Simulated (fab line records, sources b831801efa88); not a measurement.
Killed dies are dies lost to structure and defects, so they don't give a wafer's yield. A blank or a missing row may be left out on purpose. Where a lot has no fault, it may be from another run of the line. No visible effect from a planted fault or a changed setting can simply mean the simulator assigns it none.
Which tool is to blame? :: flow sky130 :: 12 lots with 36 wafers sampled at 6 steps, on a route of 708 steps

WHAT EACH GAUGE READ, for each wafer
SKY_SONOS_ONO_THK_MEAS_03.
lot: L420
measured: day 12 13:51
on: film metro-04
SONOS_ONO_CVD_02_THK (nm): 10.58 10.53 10.56

lot: L423
measured: day 13 07:51
on: film metro-03
SONOS_ONO_CVD_02_THK (nm): 10.54 10.50 10.59

lot: L424
measured: day 13 12:24
on: film metro-03
SONOS_ONO_CVD_02_THK (nm): 10.44 10.45 10.51

lot: L425
measured: day 13 14:46
on: film metro-01
SONOS_ONO_CVD_02_THK (nm): 10.15 10.24 10.28

lot: L426
measured: day 14 11:48
on: film metro-03
SONOS_ONO_CVD_02_THK (nm): 10.39 10.50 10.56

lot: L427
measured: day 14 16:02
on: film metro-01
SONOS_ONO_CVD_02_THK (nm): 10.71 10.75 10.75

lot: L429
measured: day 14 17:05
on: film metro-04
SONOS_ONO_CVD_02_THK (nm): 10.74 10.66 10.70

lot: L428
measured: day 14 17:05
on: film metro-03
SONOS_ONO_CVD_02_THK (nm): 10.80 10.80 10.65

lot: L430
measured: day 15 19:31
on: film metro-03
SONOS_ONO_CVD_02_THK (nm): 10.56 10.56 10.61

lot: L434
measured: day 17 01:18
on: film metro-03
SONOS_ONO_CVD_02_THK (nm): 10.43 10.40 10.49

lot: L436
measured: day 17 22:02
on: film metro-03
SONOS_ONO_CVD_02_THK (nm): 10.49 10.37 10.49

lot: L437
measured: day 18 03:56
on: film metro-03
SONOS_ONO_CVD_02_THK (nm): 10.52 10.46 10.35

SKY_GATE_OXIDE_OVL_MEAS_10.
lot: L420
measured: day 14 19:33
on: overlay-02
GATE_OXIDE_OVL (nm): 0.3 2.2 2.9

lot: L423
measured: day 15 17:26
on: overlay-02
GATE_OXIDE_OVL (nm): 0.3 -1.2 0.2

lot: L424
measured: day 15 21:14
on: overlay-01
GATE_OXIDE_OVL (nm): 1.5 0.3 0.6

lot: L425
measured: day 16 01:09
on: overlay-01
GATE_OXIDE_OVL (nm): 1.2 3.2 1.4

lot: L426
measured: day 16 21:30
on: overlay-01
GATE_OXIDE_OVL (nm): 0.3 0.9 2.2

lot: L427
measured: day 17 05:30
on: overlay-01
GATE_OXIDE_OVL (nm): 0.2 0.2 0.5

lot: L429
measured: day 17 05:05
on: overlay-02
GATE_OXIDE_OVL (nm): 1.9 1.9 1.6

lot: L428
measured: day 17 04:30
on: overlay-01
GATE_OXIDE_OVL (nm): 0.1 0.1 -1.6

lot: L430
measured: day 18 08:45
on: overlay-01
GATE_OXIDE_OVL (nm): 0.9 1.6 1.4

lot: L434
measured: day 19 17:26
on: overlay-01
GATE_OXIDE_OVL (nm): - - -

lot: L436
measured: day 20 15:26
on: overlay-01
GATE_OXIDE_OVL (nm): 1.8 3.0 2.3

lot: L437
measured: day 20 20:59
on: overlay-01
GATE_OXIDE_OVL (nm): 0.9 1.3 1.9

SKY_GATE_OXIDE_TW_MEAS_14.
lot: L420
measured: day 14 20:02
on: film metro-02
GATE_OXIDE_TW: 227.3 227.3 226.3

lot: L423
measured: day 15 17:49
on: film metro-01
GATE_OXIDE_TW: 227.2 225.2 226.2

lot: L424
measured: day 15 21:37
on: film metro-01
GATE_OXIDE_TW: 226.6 226.4 226.2

lot: L425
measured: day 16 01:33
on: film metro-02
GATE_OXIDE_TW: 225.4 225.7 225.7

lot: L426
measured: day 16 21:55
on: film metro-01
GATE_OXIDE_TW: 224.9 226.2 225.4

lot: L427
measured: day 17 05:53
on: film metro-02
GATE_OXIDE_TW: 225.9 226.6 225.4

lot: L429
measured: day 17 05:28
on: film metro-02
GATE_OXIDE_TW: 226.1 226.1 227.3

lot: L428
measured: day 17 04:53
on: film metro-01
GATE_OXIDE_TW: 226.8 227.4 228.0

lot: L430
measured: day 18 09:09
on: film metro-02
GATE_OXIDE_TW: 227.2 225.1 225.2

lot: L434
measured: day 19 17:50
on: film metro-01
GATE_OXIDE_TW: 30.2 30.3 30.4

lot: L436
measured: day 20 15:50
on: film metro-02
GATE_OXIDE_TW: 225.4 226.3 226.0

lot: L437
measured: day 20 21:23
on: film metro-02
GATE_OXIDE_TW: 226.0 225.7 226.0

SKY_METAL1_CD_MEAS_15: the cd target is 140 nm.
lot: L420
measured: day 33 23:38
on: cd sem-02
cd nm (nm): 138.8 136.4 138.7

lot: L423
measured: day 34 18:11
on: cd sem-02
cd nm (nm): 136.9 137.0 137.2

lot: L424
measured: day 34 21:02
on: cd sem-01
cd nm (nm): 141.1 140.3 139.0

lot: L425
measured: day 35 03:55
on: cd sem-01
cd nm (nm): 139.0 139.4 140.3

lot: L426
measured: day 35 23:55
on: cd sem-01
cd nm (nm): 137.1 139.3 138.2

lot: L427
measured: day 36 03:23
on: cd sem-01
cd nm (nm): 139.1 139.1 140.9

lot: L429
measured: day 36 06:29
on: cd sem-02
cd nm (nm): 144.2 142.9 143.6

lot: L428
measured: day 36 02:39
on: cd sem-02
cd nm (nm): 138.9 138.9 137.8

lot: L430
measured: day 37 02:20
on: cd sem-02
cd nm (nm): 142.9 142.0 142.4

lot: L436
measured: day 38 22:23
on: cd sem-01
cd nm (nm): 143.2 143.0 141.6

lot: L437
measured: day 39 02:32
on: cd sem-01
cd nm (nm): 139.9 139.3 140.5

TOOL THAT RAN EACH LOT (tool first, then ch and the chambers of the sampled wafers, then the start)
lot: L420
SKY_GATE_OXIDE_EXPOSE_07: iline stepper-02 ch 0, day 14 07:25
SKY_POLY_CUT_STRIP_12: plasma asher-02 ch 1, day 25 10:23

lot: L423
SKY_GATE_OXIDE_EXPOSE_07: iline stepper-01 ch 0, day 15 03:05
SKY_POLY_CUT_STRIP_12: plasma asher-02 ch 0,1, day 26 09:25

lot: L424
SKY_GATE_OXIDE_EXPOSE_07: iline stepper-01 ch 0, day 15 07:45
SKY_POLY_CUT_STRIP_12: plasma asher-02 ch 0,1, day 26 12:04

lot: L425
SKY_GATE_OXIDE_EXPOSE_07: iline stepper-02 ch 0, day 15 11:52
SKY_POLY_CUT_STRIP_12: plasma asher-04 ch 0,1, day 26 18:27

lot: L426
SKY_GATE_OXIDE_EXPOSE_07: iline stepper-02 ch 0, day 16 07:46
SKY_POLY_CUT_STRIP_12: plasma asher-01 ch 0,1, day 27 16:25

lot: L427
SKY_GATE_OXIDE_EXPOSE_07: iline stepper-02 ch 0, day 16 15:36
SKY_POLY_CUT_STRIP_12: plasma asher-02 ch 0,1, day 27 20:32

lot: L429
SKY_GATE_OXIDE_EXPOSE_07: iline stepper-02 ch 0, day 16 15:17
SKY_POLY_CUT_STRIP_12: plasma asher-01 ch 0,1, day 27 22:44

lot: L428
SKY_GATE_OXIDE_EXPOSE_07: iline stepper-02 ch 0, day 16 15:01
SKY_POLY_CUT_STRIP_12: plasma asher-04 ch 0,1, day 27 18:04

lot: L430
SKY_GATE_OXIDE_EXPOSE_07: iline stepper-01 ch 0, day 17 17:09
SKY_POLY_CUT_STRIP_12: plasma asher-01 ch 0,1, day 28 20:52

lot: L434
SKY_GATE_OXIDE_EXPOSE_07: iline stepper-01 ch 0, day 19 00:55
SKY_POLY_CUT_STRIP_12: -

lot: L436
SKY_GATE_OXIDE_EXPOSE_07: iline stepper-02 ch 0, day 19 23:34
SKY_POLY_CUT_STRIP_12: plasma asher-04 ch 0,1, day 30 21:31

lot: L437
SKY_GATE_OXIDE_EXPOSE_07: iline stepper-01 ch 0, day 20 05:47
SKY_POLY_CUT_STRIP_12: plasma asher-02 ch 1, day 31 01:59
- SKY_GATE_OXIDE_EXPOSE_07: exposes mask LVOM, target cd 600 nm.
- SKY_POLY_CUT_STRIP_12: strips in O2/N2.

AS READ BY THE TOOLS THEMSELVES (means over the sampled wafers that have a number; for cases with no such wafer, the mark the record gives instead)
SKY_POLY_CUT_STRIP_12.
lot: L420
tool: plasma asher-02
drypump motor current A (A): 6.26
oes product au (a.u.): 0.450
strip time to endpoint s (s): 5.360

lot: L423
tool: plasma asher-02
drypump motor current A (A): 6.14
oes product au (a.u.): 0.451
strip time to endpoint s (s): 5.361

lot: L424
tool: plasma asher-02
drypump motor current A (A): 6.14
oes product au (a.u.): 0.450
strip time to endpoint s (s): 5.356

lot: L425
tool: plasma asher-04
drypump motor current A (A): 5.75
oes product au (a.u.): 0.452
strip time to endpoint s (s): 5.343

lot: L426
tool: plasma asher-01
drypump motor current A (A): 5.75
oes product au (a.u.): 0.448
strip time to endpoint s (s): 5.365

lot: L427
tool: plasma asher-02
drypump motor current A (A): 6.11
oes product au (a.u.): 0.456
strip time to endpoint s (s): 5.350

lot: L429
tool: plasma asher-01
drypump motor current A (A): 5.68
oes product au (a.u.): 0.451
strip time to endpoint s (s): 5.362

lot: L428
tool: plasma asher-04
drypump motor current A (A): 5.91
oes product au (a.u.): 0.450
strip time to endpoint s (s): 5.357

lot: L430
tool: plasma asher-01
drypump motor current A (A): 5.77
oes product au (a.u.): 0.451
strip time to endpoint s (s): 5.356

lot: L436
tool: plasma asher-04
drypump motor current A (A): 5.94
oes product au (a.u.): 0.448
strip time to endpoint s (s): 5.368

lot: L437
tool: plasma asher-02
drypump motor current A (A): 6.28
oes product au (a.u.): 0.453
strip time to endpoint s (s): 5.369

THE ANSWER, worked out from the rows above alone
Rule: what is usual is taken from the lots themselves. The widest of any qualifying gaps counts: lots, ordered by their means at a reading, are off when they make up no more than a third of the lots, leave a main group of 4 or more, and stand apart from it by 3 or more times the standard deviation of that group's means. If all means in a main group match to the digits the tables above print for the reading, that group is not used. A lot without any number at a reading at which 4 lots or more have one is off too. Any other lot the step has rows for is counted as sound. First the gauges in route order, then the tools' own readings, where a lot's mean is used as printed above. The first step at which some lot is off is used, and at that step the reading that is off furthest; a lot without a number counts as furthest.
Off: at SKY_GATE_OXIDE_OVL_MEAS_10 (GATE_OXIDE_OVL), L434. Without a number there: L434. Main group: mean 1.1 nm, sd 0.87.
A tool fits if, at a process step before that reading, it ran every lot that is off, and no sound lot after the first of them. The gauges at SKY_GATE_OXIDE_OVL_MEAS_10 aren't tried: what is off there is off at SKY_GATE_OXIDE_TW_MEAS_14 too, on other tools, and a gauge's error can't cause that. No candidate that was tried fits.

WHAT THE SIMULATOR PUT IN
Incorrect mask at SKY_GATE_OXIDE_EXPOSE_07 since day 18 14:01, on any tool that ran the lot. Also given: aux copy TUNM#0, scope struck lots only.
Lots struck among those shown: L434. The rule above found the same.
